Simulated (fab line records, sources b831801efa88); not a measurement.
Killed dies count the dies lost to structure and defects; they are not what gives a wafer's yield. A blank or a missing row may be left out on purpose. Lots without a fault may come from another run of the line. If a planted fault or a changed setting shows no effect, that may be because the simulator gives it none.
Which tool did it? + flow gf180mcu + Sampling: 24 lots, 72 wafers, 6 of 602 route steps

== WHAT EACH GAUGE READ, for each wafer ==
GF_HV_LDD_CD_MEAS_19: the cd target is 400 nm.
| lot  | measured     | on        | cd-nm (nm)        |
|------|--------------|-----------|-------------------|
| L074 | day 10 22:36 | cd-sem-01 | 401.5 402.0 402.0 |
| L075 | day 11 02:45 | cd-sem-01 | 402.5 402.7 403.3 |
| L076 | day 11 12:27 | cd-sem-01 | 400.0 397.2 399.0 |
| L077 | day 11 16:09 | cd-sem-01 | 402.5 401.1 403.1 |
| L078 | day 11 23:55 | cd-sem-01 | 399.3 400.7 403.7 |
| L079 | day 12 08:10 | cd-sem-01 | 398.1 400.1 399.5 |
| L080 | day 12 14:34 | cd-sem-02 | 402.8 402.7 402.8 |
| L081 | day 13 01:13 | cd-sem-02 | 398.5 397.7 397.7 |
| L082 | day 13 11:55 | cd-sem-01 | 401.9 400.7 401.0 |
| L083 | day 13 18:05 | cd-sem-01 | 399.4 397.8 396.1 |
| L084 | day 13 20:43 | cd-sem-02 | 401.3 400.9 401.6 |
| L085 | day 14 06:57 | cd-sem-02 | 401.9 402.5 402.2 |
| L086 | day 14 16:21 | cd-sem-01 | 396.3 396.5 400.7 |
| L087 | day 14 17:34 | cd-sem-01 | 398.2 396.9 398.8 |
| L088 | day 15 08:31 | cd-sem-01 | 400.4 399.9 400.7 |
| L089 | day 15 14:36 | cd-sem-02 | 402.6 402.4 402.9 |
| L090 | day 16 03:31 | cd-sem-02 | 400.1 399.7 403.5 |
| L091 | day 16 03:41 | cd-sem-02 | 401.0 401.0 401.0 |
| L092 | day 16 11:32 | cd-sem-01 | 400.1 395.6 397.7 |
| L093 | day 16 16:42 | cd-sem-02 | 401.2 397.8 399.7 |
| L094 | day 17 03:52 | cd-sem-01 | 402.4 399.9 399.2 |
| L095 | day 17 09:30 | cd-sem-02 | 398.8 399.2 398.5 |
| L096 | day 17 18:14 | cd-sem-01 | 399.5 398.7 399.2 |
| L097 | day 17 23:52 | cd-sem-02 | 399.9 400.1 399.6 |

GF_HV_LDD_THK_MEAS_55.
| lot  | measured     | on            | HV_LDD_CVD_54_THK (nm) |
|------|--------------|---------------|------------------------|
| L074 | day 12 16:54 | film-metro-02 | 10.16 10.04 10.03      |
| L075 | day 12 19:23 | film-metro-02 | 9.92 9.98 10.04        |
| L076 | day 13 06:05 | film-metro-03 | 9.83 9.98 9.85         |
| L077 | day 13 10:11 | film-metro-02 | 9.85 9.79 9.75         |
| L078 | day 13 18:03 | film-metro-01 | 9.77 9.80 9.86         |
| L079 | day 14 02:41 | film-metro-02 | 9.85 9.86 9.85         |
| L080 | day 14 09:35 | film-metro-02 | 9.77 9.79 9.92         |
| L081 | day 14 22:58 | film-metro-03 | 9.90 10.15 9.91        |
| L082 | day 15 08:53 | film-metro-01 | 9.82 9.93 9.96         |
| L083 | day 15 14:32 | film-metro-03 | 9.99 10.00 9.89        |
| L084 | day 15 18:49 | film-metro-02 | 10.02 10.09 10.11      |
| L085 | day 16 04:56 | film-metro-02 | 9.87 9.89 9.97         |
| L086 | day 16 14:14 | film-metro-02 | 10.09 10.15 10.16      |
| L087 | day 16 16:44 | film-metro-03 | 9.96 9.91 9.99         |
| L088 | day 17 07:16 | film-metro-03 | 9.73 9.79 9.78         |
| L089 | day 17 14:30 | film-metro-02 | 10.01 10.09 10.02      |
| L090 | day 18 03:14 | film-metro-02 | 10.05 10.07 10.10      |
| L091 | day 18 04:16 | film-metro-02 | 10.05 10.27 10.06      |
| L092 | day 18 11:36 | film-metro-01 | 9.91 9.83 9.88         |
| L093 | day 18 17:53 | film-metro-01 | 10.27 10.15 10.10      |
| L094 | day 19 05:41 | film-metro-02 | 10.17 10.05 10.20      |
| L095 | day 19 11:32 | film-metro-01 | 10.13 10.13 10.27      |
| L096 | day 19 21:17 | film-metro-01 | 10.16 10.15 10.15      |
| L097 | day 20 02:17 | film-metro-01 | 10.12 9.88 10.03       |

GF_M4_RS_MEAS_05: measurement is done with a four-point probe.
| lot  | measured     | on            | M4_ALCU_RS (ohm/sq)  |
|------|--------------|---------------|----------------------|
| L074 | day 22 16:47 | film-metro-03 | 0.0703 0.0705 0.0697 |
| L075 | day 22 19:58 | film-metro-03 | 0.0714 0.0720 0.0717 |
| L076 | day 23 07:59 | film-metro-04 | 0.0697 0.0699 0.0701 |
| L077 | day 23 13:40 | film-metro-03 | 0.0701 0.0697 0.0703 |
| L078 | day 23 20:22 | film-metro-03 | 0.0719 0.0715 0.0717 |
| L079 | day 24 07:05 | film-metro-04 | 0.0712 0.0708 0.0706 |
| L080 | day 24 16:38 | film-metro-04 | 0.0705 0.0707 0.0706 |
| L081 | day 25 03:12 | film-metro-03 | 0.0697 0.0696 0.0694 |
| L082 | day 25 16:26 | film-metro-04 | 0.0707 0.0704 0.0708 |
| L083 | day 25 18:14 | film-metro-03 | 0.0699 0.0703 0.0705 |
| L084 | day 26 01:12 | film-metro-04 | 0.0712 0.0707 0.0707 |
| L085 | day 26 10:57 | film-metro-04 | 0.0717 0.0720 0.0724 |
| L086 | day 26 19:20 | film-metro-03 | 0.0714 0.0703 0.0711 |
| L087 | day 26 21:43 | film-metro-04 | 0.0711 0.0714 0.0715 |
| L088 | day 27 11:02 | film-metro-04 | 0.0714 0.0712 0.0712 |
| L089 | day 27 16:53 | film-metro-02 | 0.0703 0.0701 0.0706 |
| L090 | day 28 01:26 | film-metro-03 | 0.0720 0.0722 0.0713 |
| L091 | day 28 03:46 | film-metro-02 | 0.0707 0.0708 0.0711 |
| L092 | day 28 10:51 | film-metro-03 | 0.0702 0.0694 0.0696 |
| L093 | day 28 15:33 | film-metro-02 | 0.0712 0.0719 0.0712 |
| L094 | day 28 23:36 | film-metro-02 | 0.0711 0.0710 0.0714 |
| L095 | day 29 06:08 | film-metro-03 | 0.0706 0.0704 0.0701 |
| L096 | day 29 14:21 | film-metro-02 | 0.0720 0.0722 0.0720 |
| L097 | day 29 18:02 | film-metro-02 | 0.0718 0.0712 0.0716 |

GF_V5_CD_MEAS_14: the cd target is 260 nm.
| lot  | measured     | on        | cd-nm (nm)        |
|------|--------------|-----------|-------------------|
| L074 | day 27 10:16 | cd-sem-02 | 261.1 261.3 261.2 |
| L075 | day 27 11:31 | cd-sem-01 | 260.0 261.4 262.1 |
| L076 | day 27 22:45 | cd-sem-01 | 260.1 258.5 258.6 |
| L077 | day 28 02:45 | cd-sem-02 | 259.6 260.0 259.6 |
| L078 | day 28 10:16 | cd-sem-02 | 262.0 261.6 261.1 |
| L079 | day 28 18:28 | cd-sem-02 | 259.1 260.1 259.5 |
| L080 | day 29 03:53 | cd-sem-02 | 260.5 260.1 260.7 |
| L081 | day 29 12:44 | cd-sem-02 | 261.9 261.1 260.6 |
| L082 | day 30 00:46 | cd-sem-01 | 259.6 260.3 259.5 |
| L083 | day 30 03:52 | cd-sem-02 | 259.1 259.5 260.3 |
| L084 | day 30 08:01 | cd-sem-02 | 259.3 258.8 259.4 |
| L085 | day 30 16:22 | cd-sem-02 | 262.7 261.6 263.1 |
| L086 | day 30 23:37 | cd-sem-02 | 261.2 259.8 261.4 |
| L087 | day 31 02:43 | cd-sem-01 | 262.2 260.4 261.8 |
| L088 | day 31 14:58 | cd-sem-01 | 261.0 260.6 261.7 |
| L089 | day 31 19:38 | cd-sem-02 | 260.2 259.6 260.5 |
| L090 | day 32 02:10 | cd-sem-01 | 259.8 259.9 261.0 |
| L091 | day 32 03:58 | cd-sem-01 | 261.4 260.7 261.0 |
| L092 | day 32 10:29 | cd-sem-02 | 261.1 261.3 260.2 |
| L093 | day 32 14:39 | cd-sem-02 | 263.1 263.1 261.7 |
| L094 | day 32 21:48 | cd-sem-02 | 262.1 262.0 262.2 |
| L095 | day 33 03:27 | cd-sem-02 | 258.8 260.1 259.3 |
| L096 | day 33 09:43 | cd-sem-01 | 260.3 260.5 259.9 |
| L097 | day 33 12:19 | cd-sem-02 | 260.8 261.2 261.2 |

== WHICH TOOL RAN EACH LOT (tool, then ch and the chambers of the sampled wafers, then the start) ==
| lot  | GF_STI_ETCH_13                    | GF_M5_ETCH_09                      |
|------|-----------------------------------|------------------------------------|
| L074 | rie-diel-01 ch 0,1,3, day 2 02:45 | rie-diel-01 ch 0,3, day 26 12:40   |
| L075 | rie-diel-01 ch 1,2,3, day 2 06:05 | rie-diel-03 ch 1,2,3, day 26 14:52 |
| L076 | rie-diel-02 ch 0,2, day 2 11:15   | rie-diel-04 ch 0,2,3, day 27 01:28 |
| L077 | rie-diel-01 ch 0,2,3, day 2 17:32 | rie-diel-01 ch 2,3, day 27 06:06   |
| L078 | rie-diel-02 ch 0,2, day 2 23:59   | rie-diel-01 ch 0,1,2, day 27 13:10 |
| L079 | rie-diel-04 ch 0,2,3, day 3 04:15 | rie-diel-03 ch 1,2, day 27 21:48   |
| L080 | rie-diel-01 ch 1,2,3, day 3 08:53 | rie-diel-01 ch 0,1, day 28 06:51   |
| L081 | rie-diel-02 ch 0,2,3, day 3 15:06 | rie-diel-03 ch 0,1,3, day 28 16:00 |
| L082 | rie-diel-01 ch 0,1,3, day 3 17:59 | rie-diel-03 ch 0,1,3, day 29 04:22 |
| L083 | rie-diel-01 ch 0,1,3, day 3 23:48 | rie-diel-03 ch 0,1,3, day 29 07:28 |
| L084 | rie-diel-02 ch 1,2,3, day 4 05:47 | rie-diel-03 ch 0,1,3, day 29 12:04 |
| L085 | rie-diel-04 ch 0,2,3, day 4 09:09 | rie-diel-01 ch 0,1,3, day 29 21:58 |
| L086 | rie-diel-04 ch 0,1,3, day 4 16:00 | rie-diel-04 ch 1,2,3, day 30 04:39 |
| L087 | rie-diel-01 ch 0,2, day 4 20:23   | rie-diel-04 ch 0,3, day 30 07:07   |
| L088 | rie-diel-04 ch 2,3, day 5 01:26   | rie-diel-03 ch 0,1,2, day 30 20:22 |
| L089 | rie-diel-01 ch 0,2,3, day 5 06:57 | rie-diel-03 ch 0,1,2, day 31 00:30 |
| L090 | rie-diel-04 ch 1,2,3, day 5 11:26 | rie-diel-04 ch 0,1,2, day 31 08:00 |
| L091 | rie-diel-02 ch 2,3, day 5 16:35   | rie-diel-01 ch 0,3, day 31 09:34   |
| L092 | rie-diel-01 ch 0,1, day 5 22:02   | rie-diel-01 ch 0,3, day 31 16:49   |
| L093 | rie-diel-02 ch 2,3, day 6 04:27   | rie-diel-03 ch 0,2, day 31 20:52   |
| L094 | rie-diel-01 ch 0,2,3, day 6 10:48 | rie-diel-03 ch 0,1,2, day 32 03:45 |
| L095 | rie-diel-01 ch 0,1,3, day 6 15:45 | rie-diel-03 ch 0,1,3, day 32 09:57 |
| L096 | rie-diel-01 ch 0,1,3, day 6 19:48 | rie-diel-01 ch 1,3, day 32 15:51   |
| L097 | rie-diel-01 ch 0,1,2, day 7 01:29 | rie-diel-01 ch 1,2,3, day 32 19:36 |
- GF_STI_ETCH_13: etches the open film in CHF3/O2, stops on Si, target depth 282.31 nm, time 112.9 s.
- GF_M5_ETCH_09: etches Si3N4 in CF4/O2, target depth 52 nm, time 11.95 s.

== WHAT THE TOOLS THEMSELVES READ (means of the sampled wafers that have a number; where no wafer has one, the mark that the record gives instead) ==
GF_STI_ETCH_13.
| lot  | tool        | drypump-motor-current-A (A) | oes-product-au (a.u.) | throttle-valve-pct (%) |
|------|-------------|-----------------------------|-----------------------|------------------------|
| L074 | rie-diel-01 | 5.7                         | 0.824                 | 8.809                  |
| L075 | rie-diel-01 | 5.5                         | 0.839                 | 8.809                  |
| L076 | rie-diel-02 | 5.5                         | 0.835                 | 8.808                  |
| L077 | rie-diel-01 | 5.6                         | 0.823                 | 8.810                  |
| L078 | rie-diel-02 | 5.4                         | 0.825                 | 8.808                  |
| L079 | rie-diel-04 | 5.9                         | 0.835                 | 8.819                  |
| L080 | rie-diel-01 | 5.5                         | 0.832                 | 8.814                  |
| L081 | rie-diel-02 | 5.3                         | 0.832                 | 8.814                  |
| L082 | rie-diel-01 | 5.7                         | 0.830                 | 8.810                  |
| L083 | rie-diel-01 | 5.7                         | 0.829                 | 8.816                  |
| L084 | rie-diel-02 | 5.3                         | 0.835                 | 8.815                  |
| L085 | rie-diel-04 | 5.9                         | 0.836                 | 8.804                  |
| L086 | rie-diel-04 | 5.5                         | 0.837                 | 8.814                  |
| L087 | rie-diel-01 | 5.8                         | 0.833                 | 8.807                  |
| L088 | rie-diel-04 | 6.1                         | 0.834                 | 8.800                  |
| L089 | rie-diel-01 | 5.6                         | 0.837                 | 8.808                  |
| L090 | rie-diel-04 | 5.8                         | 0.836                 | 8.818                  |
| L091 | rie-diel-02 | 5.1                         | 0.838                 | 8.814                  |
| L092 | rie-diel-01 | 5.9                         | 0.830                 | 8.818                  |
| L093 | rie-diel-02 | 5.3                         | 0.835                 | 8.806                  |
| L094 | rie-diel-01 | 5.7                         | 0.839                 | 8.820                  |
| L095 | rie-diel-01 | 5.7                         | 0.833                 | 8.805                  |
| L096 | rie-diel-01 | 5.7                         | 0.841                 | 8.812                  |
| L097 | rie-diel-01 | 5.7                         | 0.839                 | 8.810                  |

GF_M5_ETCH_09.
| lot  | tool        | drypump-motor-current-A (A) | oes-product-au (a.u.) | throttle-valve-pct (%) |
|------|-------------|-----------------------------|-----------------------|------------------------|
| L074 | rie-diel-01 | 5.6                         | 1.003                 | 5.968                  |
| L075 | rie-diel-03 | 5.5                         | 1.009                 | 5.986                  |
| L076 | rie-diel-04 | 5.9                         | 1.010                 | 5.980                  |
| L077 | rie-diel-01 | 5.4                         | 0.991                 | 5.968                  |
| L078 | rie-diel-01 | 5.7                         | 0.999                 | 5.969                  |
| L079 | rie-diel-03 | 5.3                         | 1.008                 | 5.966                  |
| L080 | rie-diel-01 | 5.8                         | 0.997                 | 5.964                  |
| L081 | rie-diel-03 | 5.8                         | 1.004                 | 5.970                  |
| L082 | rie-diel-03 | 5.9                         | 0.997                 | 5.982                  |
| L083 | rie-diel-03 | 5.9                         | 1.012                 | 5.970                  |
| L084 | rie-diel-03 | 5.9                         | 1.006                 | 5.969                  |
| L085 | rie-diel-01 | 5.7                         | 0.997                 | 5.972                  |
| L086 | rie-diel-04 | 5.8                         | 1.004                 | 5.976                  |
| L087 | rie-diel-04 | 5.5                         | 0.992                 | 5.976                  |
| L088 | rie-diel-03 | 5.8                         | 0.998                 | 5.977                  |
| L089 | rie-diel-03 | 5.8                         | 1.004                 | 5.977                  |
| L090 | rie-diel-04 | 6.0                         | 1.003                 | 5.973                  |
| L091 | rie-diel-01 | 5.6                         | 1.002                 | 5.979                  |
| L092 | rie-diel-01 | 5.6                         | 0.990                 | 5.976                  |
| L093 | rie-diel-03 | 6.2                         | 0.998                 | 5.967                  |
| L094 | rie-diel-03 | 5.8                         | 0.997                 | 5.975                  |
| L095 | rie-diel-03 | 5.9                         | 1.008                 | 5.982                  |
| L096 | rie-diel-01 | 5.5                         | 0.996                 | 5.967                  |
| L097 | rie-diel-01 | 5.5                         | 0.997                 | 5.976                  |

== THE ANSWER, worked out from the rows above alone ==
Rule: what is usual is taken from the lots themselves. Put in order of their means at a reading, lots are off if they are a third of the lots or fewer, leave a main group of 4 or more, and stand apart from it by a gap of 3 or more times the standard deviation of the main group's means; of several such gaps the widest counts. The tables above print the reading to a certain number of digits; a main group whose means all agree to those digits is not used. A lot without any number at a reading at which 4 lots or more have one is off too. Any other lot the step has rows for is counted as sound. After the gauges, taken in route order, come the tools' own readings; for these a lot's mean is taken, as printed above. At the first step where some lot is off, the reading lying furthest off is the one used; lots without a number count as furthest.
Nothing can be told from this: no lot is off at any reading shown.

== WHAT THE SIMULATOR HAD PUT IN ==
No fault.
